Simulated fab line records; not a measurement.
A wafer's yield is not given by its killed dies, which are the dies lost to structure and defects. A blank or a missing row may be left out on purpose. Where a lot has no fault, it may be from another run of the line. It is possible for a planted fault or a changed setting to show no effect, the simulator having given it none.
A lot that was struck, set against a sound lot | flow gf180mcu | 16 out of 602 route steps
Sound: wafers L526.1, L526.4, L526.5. Struck: wafer L534.5 (left out: L534.3, L534.6 of the same lot, which were not struck); the cause appears at the end.
Each step with rows lists, per side, the tool, then ch with its chambers, then its first start. Under that, the readings that differ: sound wafers | struck wafers | difference of the means | sigmas: that difference in standard deviations of wafers without a fault.
alike: words and numbers the same on both sides, and readings whose means are apart by under 2 such deviations; not compared: readings that were withheld, readings missing a value for some wafer, numbers with overlapping values and no deviation given by the record, and bounds like >300 which may hide the same value.
The two part at a step that has a row with sigmas, a row that says differs or no value, or rows on one side only. Numbers that have no deviation but don't overlap get no sigmas and don't part them. A reading missing from all wafers of one side parts the sides only when that side holds two or more wafers.

first, 3 steps without rows for these wafers: GF_V2_EXPOSE_11 (exposes mask Via2, target cd 260 nm); GF_V2_PEB_12 (peb time 90 s); GF_V2_DEVELOP_13 (develop time 60 s).
GF_V2_CD_MEAS_14: target cd 260 nm.
  sound: cd_sem-01 at day 22 06:54; struck: cd_sem-01 at day 24 15:28
  alike: cd_nm
GF_V2_OVL_MEAS_15:
  sound: overlay-01 at day 22 07:01; struck: overlay-01 at day 24 15:34
  alike: V2_OVL
GF_V2_ETCH_16: etches BARC in N2/H2.
  sound on rie_diel-04 ch 0,2,3, day 22 07:04; struck on rie_diel-02 ch 1, day 24 15:37
  alike: chamber_pressure_mTorr, drypump_motor_current_A, oes_product_au, throttle_valve_pct
GF_V2_ETCH_17: etches SiO2 in C4F8/O2/Ar, stops on TiN, target depth 630 nm.
  sound: rie_diel-04 ch 0,2,3; struck: rie_diel-02 ch 1
  alike: chamber_pressure_mTorr, oes_product_au
GF_V2_STRIP_18: strips in O2/N2.
  sound on plasma_asher-01 ch 0, day 22 07:11; struck on plasma_asher-03 ch 0, day 24 15:49
  reading            | sound       | struck | difference | sigmas
  heater_power_w (W) | 316 321 318 | 339    | +21        | +2
  alike: chamber_pressure_mTorr, drypump_motor_current_A, oes_product_au
  not compared: rf_hours_counter_h
then, 3 steps without rows for these wafers: GF_V2_STRIP_19 (strips in post etch residue remover, time 1200 s); GF_V2_CLEAN_20 (cleans in DIW); GF_V2_SPUTTER_21 (material Ti, target thk 15 nm, time 80.02 s).
GF_V2_SPUTTER_22: material TiN, target thk 10 nm, time 40 s.
  sound: pvd_sputter-02 at day 22 07:47; struck: pvd_sputter-02 at day 24 16:43
  alike: throttle_valve_pct
GF_V2_CVD_23: deposits W, target thk 350 nm, time 104.94 s.
  sound on cvd_w-01 ch 0,1, day 22 07:50; struck on cvd_w-02 ch 0, day 24 16:48
  reading                          | sound             | struck | difference | sigmas
  model.W_of_V2_CVD_23.thk_nm (nm) | 348.5 347.5 342.2 | 393.3  | +47.2      |
  alike: heater_power_w
GF_V2_RS_MEAS_24: measurement is done with a four-point probe.
  sound: film_metro-03 at day 22 07:56; struck: film_metro-03 at day 24 16:55
  reading          | sound             | struck | difference | sigmas
  V2_W_RS (ohm/sq) | 0.329 0.330 0.335 | 0.291  | -0.040     | -11
GF_V2_THK_MEAS_25: measures by xrf.
  sound: film_metro-03 at day 22 08:04; struck: film_metro-03 at day 24 17:01
  reading       | sound       | struck | difference | sigmas
  V2_W_THK (nm) | 346 344 339 | 387    | +44        | +9
GF_V2_CMP_26: polishes, stops on SiO2, t overpolish 15 s, target thk 0 nm.
  sound on cmp-02 ch 0,1,2, day 22 08:10; struck on cmp-02 ch 1, day 24 17:09
  alike: motor_current_A, retaining_ring_pressure_frac, time_to_endpoint_s

== WHERE THEY PART ==
At GF_V2_STRIP_18 first; at GF_V2_THK_MEAS_25 last (within this record only). Later steps at which nothing parts them and some readings are alike: GF_V2_CMP_26.

WHY: what had been put in by the simulator
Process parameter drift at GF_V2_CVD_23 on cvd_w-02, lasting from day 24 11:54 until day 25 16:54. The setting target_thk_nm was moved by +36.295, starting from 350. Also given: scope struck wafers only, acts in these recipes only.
